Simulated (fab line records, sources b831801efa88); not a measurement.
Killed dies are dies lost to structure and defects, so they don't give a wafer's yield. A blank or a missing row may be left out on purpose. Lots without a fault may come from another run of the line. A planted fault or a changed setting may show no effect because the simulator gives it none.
Which tool did it? | flow gf180mcu | 24 lots, 72 wafers sampled, at 6 steps of a route of 602

WHAT THE GAUGES READ, wafer by wafer
GF_V3_THK_MEAS_01. Usual: V3_CVD_00_THK 600 nm, standard deviation 5.8.
lot  | measured     | on            | V3_CVD_00_THK (nm) | flag
L074 | day 21 05:31 | film_metro-01 | 596 592 593        |
L075 | day 22 00:08 | film_metro-02 | 593 610 588        |
L076 | day 22 03:17 | film_metro-02 | 601 597 597        |
L077 | day 22 16:03 | film_metro-02 | 605 603 606        |
L078 | day 22 23:29 | film_metro-01 | 597 596 599        |
L079 | day 23 09:51 | film_metro-03 | 585 590 589        |
L080 | day 23 14:50 | film_metro-01 | 594 590 605        |
L081 | day 24 06:26 | film_metro-01 | 597 598 604        |
L082 | day 24 08:53 | film_metro-02 | 594 603 596        |
L083 | day 24 17:45 | film_metro-03 | 600 601 601        |
L084 | day 25 00:16 | film_metro-03 | 601 590 589        |
L085 | day 25 10:14 | film_metro-03 | 599 605 598        |
L086 | day 25 20:06 | film_metro-02 | 606 593 602        |
L087 | day 26 05:39 | film_metro-01 | 611 614 606        |
L088 | day 26 09:01 | film_metro-03 | 611 604 593        |
L089 | day 26 14:24 | film_metro-03 | 601 604 611        |
L090 | day 27 00:23 | film_metro-02 | 604 598 600        |
L091 | day 27 06:44 | film_metro-03 | 610 603 603        |
L092 | day 27 16:25 | film_metro-02 | 602 603 606        |
L093 | day 28 03:14 | film_metro-03 | 604 602 599        |
L094 | day 28 04:52 | film_metro-01 | 597 600 595        |
L095 | day 28 07:40 | film_metro-01 | 616 604 601        |
L096 | day 28 18:52 | film_metro-02 | 600 599 606        |
L097 | day 29 04:10 | film_metro-02 | 603 601 603        |

GF_PASSIVATION_BOW_MEAS_14. Usual: PASSIVATION_BOW 139 um, standard deviation 12.
lot  | measured     | on            | PASSIVATION_BOW (um) | flag
L074 | day 28 22:05 | film_metro-01 | 151 148 154          |
L075 | day 29 12:13 | film_metro-01 | 154 142 134          |
L076 | day 29 18:05 | film_metro-01 | 147 135 149          |
L077 | day 30 03:22 | film_metro-04 | 148 149 156          |
L078 | day 30 06:10 | film_metro-04 | 136 147 131          |
L079 | day 30 15:50 | film_metro-04 | 135 123 124          |
L080 | day 30 21:10 | film_metro-01 | 135 141 133          |
L081 | day 31 09:05 | film_metro-04 | 154 154 145          |
L082 | day 31 11:03 | film_metro-01 | 118 140 127          |
L083 | day 31 19:47 | film_metro-02 | 124 146 128          |
L084 | day 31 22:26 | film_metro-04 | 139 135 145          |
L085 | day 32 07:56 | film_metro-02 | 154 126 132          |
L086 | day 32 14:47 | film_metro-01 | 137 136 139          |
L087 | day 32 23:11 | film_metro-04 | 108 111 109          |
L088 | day 33 02:58 | film_metro-02 | 138 134 124          |
L089 | day 33 04:01 | film_metro-01 | 136 146 146          |
L090 | day 33 10:26 | film_metro-04 | 119 131 136          |
L091 | day 33 19:16 | film_metro-02 | 135 143 144          |
L092 | day 34 00:58 | film_metro-04 | 130 156 154          |
L093 | day 34 10:04 | film_metro-04 | 153 153 145          |
L094 | day 34 11:33 | film_metro-01 | 156 163 152          |
L095 | day 34 15:49 | film_metro-01 | 114 133 124          |
L096 | day 34 22:43 | film_metro-02 | 146 134 136          |
L097 | day 35 04:52 | film_metro-04 | 144 145 146          |

WHICH TOOL RAN EACH LOT (tool, then ch and the chambers of the sampled wafers, then the start)
lot  | GF_M2_SPUTTER_03             | GF_M3_STRIP_17                       | GF_M4_SPUTTER_02             | GF_MIM_STRIP_20
L074 | pvd_sputter-04, day 18 00:53 | plasma_asher-01 ch 0,1, day 21 04:56 | pvd_sputter-04, day 22 06:55 | plasma_asher-03 ch 0,1, day 25 06:28
L075 | pvd_sputter-02, day 18 20:02 | plasma_asher-01 ch 0,1, day 21 23:29 | pvd_sputter-02, day 23 01:44 | plasma_asher-01 ch 0,1, day 25 22:41
L076 | pvd_sputter-03, day 18 23:46 | plasma_asher-03 ch 0,1, day 22 02:41 | pvd_sputter-02, day 23 05:05 | plasma_asher-04 ch 0,1, day 26 03:32
L077 | pvd_sputter-03, day 19 12:23 | plasma_asher-01 ch 0,1, day 22 15:28 | pvd_sputter-04, day 23 17:10 | plasma_asher-01 ch 0,1, day 26 14:32
L078 | pvd_sputter-04, day 19 20:28 | plasma_asher-01 ch 0,1, day 22 22:50 | pvd_sputter-04, day 24 00:10 | plasma_asher-01 ch 0,1, day 26 18:35
L079 | pvd_sputter-04, day 20 07:18 | plasma_asher-04 ch 0,1, day 23 09:05 | pvd_sputter-02, day 24 10:56 | plasma_asher-04 ch 0,1, day 27 04:31
L080 | pvd_sputter-02, day 20 13:34 | plasma_asher-03 ch 0,1, day 23 14:08 | pvd_sputter-02, day 24 15:22 | plasma_asher-01 ch 0,1, day 27 09:35
L081 | pvd_sputter-03, day 21 05:41 | plasma_asher-03 ch 0,1, day 24 05:49 | pvd_sputter-02, day 25 06:46 | plasma_asher-01 ch 0,1, day 27 23:20
L082 | pvd_sputter-04, day 21 07:57 | plasma_asher-01 ch 0,1, day 24 08:17 | pvd_sputter-04, day 25 08:19 | plasma_asher-01 ch 0,1, day 28 01:40
L083 | pvd_sputter-04, day 21 16:53 | plasma_asher-04 ch 0,1, day 24 17:08 | pvd_sputter-03, day 25 17:29 | plasma_asher-03 ch 0,1, day 28 10:38
L084 | pvd_sputter-02, day 22 00:56 | plasma_asher-01 ch 0,1, day 24 23:40 | pvd_sputter-04, day 25 23:37 | plasma_asher-01 ch 0,1, day 28 15:25
L085 | pvd_sputter-03, day 22 11:33 | plasma_asher-04 ch 0,1, day 25 09:38 | pvd_sputter-04, day 26 09:16 | plasma_asher-03 ch 0,1, day 29 01:34
L086 | pvd_sputter-03, day 22 21:49 | plasma_asher-01 ch 0,1, day 25 19:29 | pvd_sputter-02, day 26 19:05 | plasma_asher-01 ch 0,1, day 29 09:35
L087 | pvd_sputter-02, day 23 08:50 | plasma_asher-04 ch 0,1, day 26 05:02 | pvd_sputter-04, day 27 05:32 | plasma_asher-03 ch 0,1, day 29 19:43
L088 | pvd_sputter-02, day 23 13:30 | plasma_asher-01 ch 0,1, day 26 08:25 | pvd_sputter-03, day 27 07:59 | plasma_asher-04 ch 0,1, day 29 22:28
L089 | pvd_sputter-03, day 23 16:51 | plasma_asher-03 ch 0,1, day 26 13:45 | pvd_sputter-04, day 27 12:25 | plasma_asher-01 ch 1, day 30 01:32
L090 | pvd_sputter-03, day 24 03:47 | plasma_asher-03 ch 0,1, day 26 23:47 | pvd_sputter-02, day 27 21:50 | plasma_asher-03 ch 0,1, day 30 10:02
L091 | pvd_sputter-02, day 24 11:49 | plasma_asher-04 ch 0,1, day 27 06:08 | pvd_sputter-02, day 28 04:40 | plasma_asher-01 ch 0,1, day 30 17:17
L092 | pvd_sputter-02, day 24 21:26 | plasma_asher-01 ch 0,1, day 27 15:47 | pvd_sputter-03, day 28 14:15 | plasma_asher-03 ch 0,1, day 31 00:38
L093 | pvd_sputter-02, day 25 09:18 | plasma_asher-01 ch 0,1, day 28 02:36 | pvd_sputter-03, day 29 00:44 | plasma_asher-01 ch 0,1, day 31 11:52
L094 | pvd_sputter-04, day 25 10:32 | plasma_asher-01 ch 0,1, day 28 03:55 | pvd_sputter-04, day 29 02:53 | plasma_asher-04 ch 0,1, day 31 13:16
L095 | pvd_sputter-03, day 25 15:33 | plasma_asher-01 ch 0,1, day 28 07:01 | pvd_sputter-02, day 29 05:50 | plasma_asher-03 ch 0, day 31 15:52
L096 | pvd_sputter-02, day 26 02:40 | plasma_asher-04 ch 0,1, day 28 17:55 | pvd_sputter-02, day 29 16:52 | plasma_asher-03 ch 0,1, day 32 01:07
L097 | pvd_sputter-02, day 26 11:42 | plasma_asher-03 ch 1, day 29 03:25   | pvd_sputter-04, day 30 01:08 | plasma_asher-01 ch 0,1, day 32 10:05
- GF_M2_SPUTTER_03: material Ti, target thk 10 nm, time 6.7 s.
- GF_M3_STRIP_17: strips in O2/N2.
- GF_M4_SPUTTER_02: material AlCu, target thk 450 nm, time 23.9 s.
- GF_MIM_STRIP_20: strips in O2/N2.

WHAT THE TOOLS THEMSELVES READ (means of the sampled wafers that have a number; where no wafer has one, the mark that the record gives instead)
GF_M2_SPUTTER_03. Usual: cathode_dc_power_W 3000.0 W, standard deviation 0.57; throttle_valve_pct 30.2 %, standard deviation 0.99.
lot  | tool           | cathode_dc_power_W (W) | throttle_valve_pct (%) | flag
L074 | pvd_sputter-04 | 3000.1                 | 30.1                   |
L075 | pvd_sputter-02 | 3000.2                 | 29.9                   |
L076 | pvd_sputter-03 | 2999.9                 | 30.2                   |
L077 | pvd_sputter-03 | 3000.0                 | 29.6                   |
L078 | pvd_sputter-04 | 2999.6                 | 30.5                   |
L079 | pvd_sputter-04 | 3000.2                 | 30.2                   |
L080 | pvd_sputter-02 | 3000.3                 | 29.8                   |
L081 | pvd_sputter-03 | 2999.4                 | 31.5                   |
L082 | pvd_sputter-04 | 3000.3                 | 30.6                   |
L083 | pvd_sputter-04 | 3000.2                 | 30.2                   |
L084 | pvd_sputter-02 | 2999.8                 | 30.5                   |
L085 | pvd_sputter-03 | 2999.8                 | 30.5                   |
L086 | pvd_sputter-03 | 3000.0                 | 30.3                   |
L087 | pvd_sputter-02 | 2999.7                 | 29.5                   |
L088 | pvd_sputter-02 | 2999.7                 | 30.6                   |
L089 | pvd_sputter-03 | 3000.3                 | 31.0                   |
L090 | pvd_sputter-03 | 3000.9                 | 29.8                   |
L091 | pvd_sputter-02 | 2999.9                 | 29.5                   |
L092 | pvd_sputter-02 | 3000.2                 | 30.4                   |
L093 | pvd_sputter-02 | 2999.5                 | 29.7                   |
L094 | pvd_sputter-04 | 3000.8                 | 30.0                   |
L095 | pvd_sputter-03 | 2999.9                 | 31.1                   |
L096 | pvd_sputter-02 | 2999.6                 | 30.1                   |
L097 | pvd_sputter-02 | 3000.4                 | 29.8                   |

GF_M3_STRIP_17. Usual: drypump_motor_current_A 5.9 A, standard deviation 0.41; heater_power_w 351 W, standard deviation 32; oes_product_au 0.558 a.u., standard deviation 0.005; strip_time_to_endpoint_s 7.87 s, standard deviation 0.045.
lot  | tool            | drypump_motor_current_A (A) | heater_power_w (W) | oes_product_au (a.u.) | strip_time_to_endpoint_s (s) | flag
L074 | plasma_asher-01 | 6.0                         | 356                | 0.561                 | 7.85                         |
L075 | plasma_asher-01 | 5.7                         | 342                | 0.558                 | 7.90                         |
L076 | plasma_asher-03 | 5.5                         | 385                | 0.556                 | 7.82                         |
L077 | plasma_asher-01 | 5.7                         | 343                | 0.560                 | 7.88                         |
L078 | plasma_asher-01 | 6.0                         | 358                | 0.562                 | 7.88                         |
L079 | plasma_asher-04 | 6.3                         | 328                | 0.556                 | 7.87                         |
L080 | plasma_asher-03 | 5.6                         | 388                | 0.559                 | 7.82                         |
L081 | plasma_asher-03 | 5.6                         | 387                | 0.557                 | 7.91                         |
L082 | plasma_asher-01 | 6.0                         | 358                | 0.555                 | 7.85                         |
L083 | plasma_asher-04 | 6.2                         | 309                | 0.561                 | 7.90                         |
L084 | plasma_asher-01 | 5.7                         | 343                | 0.554                 | 7.82                         |
L085 | plasma_asher-04 | 6.2                         | 313                | 0.559                 | 7.91                         |
L086 | plasma_asher-01 | 5.7                         | 336                | 0.561                 | 7.91                         |
L087 | plasma_asher-04 | 6.3                         | 321                | 0.557                 | 7.81                         |
L088 | plasma_asher-01 | 6.0                         | 358                | 0.564                 | 7.91                         |
L089 | plasma_asher-03 | 5.6                         | 381                | 0.559                 | 7.85                         |
L090 | plasma_asher-03 | 5.7                         | 390                | 0.555                 | 7.91                         |
L091 | plasma_asher-04 | 6.2                         | 308                | 0.559                 | 7.88                         |
L092 | plasma_asher-01 | 5.7                         | 344                | 0.557                 | 7.89                         |
L093 | plasma_asher-01 | 5.7                         | 348                | 0.553                 | 7.81                         |
L094 | plasma_asher-01 | 6.0                         | 356                | 0.559                 | 7.86                         |
L095 | plasma_asher-01 | 5.7                         | 343                | 0.564                 | 7.88                         |
L096 | plasma_asher-04 | 6.3                         | 327                | 0.556                 | 7.86                         |
L097 | plasma_asher-03 | 5.9                         | 393                | 0.562                 | 7.90                         |

GF_M4_SPUTTER_02. Usual: cathode_dc_power_W 10600 W, standard deviation 1.9; throttle_valve_pct 30.4 %, standard deviation 0.9.
lot  | tool           | cathode_dc_power_W (W) | throttle_valve_pct (%) | flag
L074 | pvd_sputter-04 | 10599                  | 31.4                   |
L075 | pvd_sputter-02 | 10600                  | 29.9                   |
L076 | pvd_sputter-02 | 10599                  | 30.2                   |
L077 | pvd_sputter-04 | 10600                  | 30.2                   |
L078 | pvd_sputter-04 | 10600                  | 30.2                   |
L079 | pvd_sputter-02 | 10600                  | 29.8                   |
L080 | pvd_sputter-02 | 10601                  | 30.2                   |
L081 | pvd_sputter-02 | 10603                  | 30.1                   |
L082 | pvd_sputter-04 | 10600                  | 31.0                   |
L083 | pvd_sputter-03 | 10601                  | 30.7                   |
L084 | pvd_sputter-04 | 10601                  | 30.9                   |
L085 | pvd_sputter-04 | 10602                  | 30.6                   |
L086 | pvd_sputter-02 | 10600                  | 29.9                   |
L087 | pvd_sputter-04 | 10601                  | 30.5                   |
L088 | pvd_sputter-03 | 10601                  | 30.5                   |
L089 | pvd_sputter-04 | 10600                  | 30.4                   |
L090 | pvd_sputter-02 | 10599                  | 29.7                   |
L091 | pvd_sputter-02 | 10598                  | 30.3                   |
L092 | pvd_sputter-03 | 10599                  | 31.0                   |
L093 | pvd_sputter-03 | 10602                  | 30.1                   |
L094 | pvd_sputter-04 | 10600                  | 31.0                   |
L095 | pvd_sputter-02 | 10600                  | 29.5                   |
L096 | pvd_sputter-02 | 10600                  | 30.1                   |
L097 | pvd_sputter-04 | 10598                  | 30.5                   |

GF_MIM_STRIP_20. Usual: drypump_motor_current_A 5.8 A, standard deviation 0.4; heater_power_w 357 W, standard deviation 31; oes_product_au 0.692 a.u., standard deviation 0.0053; strip_time_to_endpoint_s 11.22 s, standard deviation 0.048.
lot  | tool            | drypump_motor_current_A (A) | heater_power_w (W) | oes_product_au (a.u.) | strip_time_to_endpoint_s (s) | flag
L074 | plasma_asher-03 | 5.6                         | 386                | 0.697                 | 11.24                        |
L075 | plasma_asher-01 | 6.0                         | 356                | 0.695                 | 11.27                        |
L076 | plasma_asher-04 | 6.3                         | 324                | 0.692                 | 11.22                        |
L077 | plasma_asher-01 | 5.7                         | 344                | 0.689                 | 11.15                        |
L078 | plasma_asher-01 | 5.7                         | 346                | 0.686                 | 11.14                        |
L079 | plasma_asher-04 | 6.2                         | 313                | 0.694                 | 11.23                        |
L080 | plasma_asher-01 | 6.0                         | 360                | 0.687                 | 11.19                        |
L081 | plasma_asher-01 | 6.0                         | 359                | 0.693                 | 11.20                        |
L082 | plasma_asher-01 | 6.0                         | 364                | 0.687                 | 11.16                        |
L083 | plasma_asher-03 | 5.6                         | 386                | 0.692                 | 11.21                        |
L084 | plasma_asher-01 | 5.7                         | 342                | 0.698                 | 11.25                        |
L085 | plasma_asher-03 | 5.7                         | 394                | 0.690                 | 11.16                        |
L086 | plasma_asher-01 | 6.0                         | 359                | 0.692                 | 11.17                        |
L087 | plasma_asher-03 | 5.6                         | 387                | 0.691                 | 11.20                        |
L088 | plasma_asher-04 | 6.4                         | 327                | 0.694                 | 11.29                        |
L089 | plasma_asher-01 | 5.4                         | 329                | 0.690                 | 11.20                        |
L090 | plasma_asher-03 | 5.6                         | 385                | 0.691                 | 11.30                        |
L091 | plasma_asher-01 | 5.7                         | 340                | 0.694                 | 11.27                        |
L092 | plasma_asher-03 | 5.7                         | 391                | 0.697                 | 11.19                        |
L093 | plasma_asher-01 | 6.0                         | 350                | 0.688                 | 11.18                        |
L094 | plasma_asher-04 | 6.2                         | 309                | 0.694                 | 11.27                        |
L095 | plasma_asher-03 | 5.4                         | 387                | 0.690                 | 11.25                        |
L096 | plasma_asher-03 | 5.7                         | 391                | 0.685                 | 11.20                        |
L097 | plasma_asher-01 | 5.7                         | 342                | 0.690                 | 11.23                        |

THE ANSWER, worked out from the rows above alone
Rule: a lot is off if the mean of its wafers that have a number lies more than 3 standard deviations from the usual mean. A lot without any number at a reading at which 4 lots or more have one is off too. The other lots that the step has rows for count as sound. The gauges are gone through in route order, then the tools' own readings, and for those a lot's mean is taken as printed above. The first step at which some lot is off is used, and at that step the reading that is off furthest; a lot without a number counts as furthest.
No lot is off at any reading shown: from this, nothing can be told.

WHAT THE SIMULATOR HAD PUT IN
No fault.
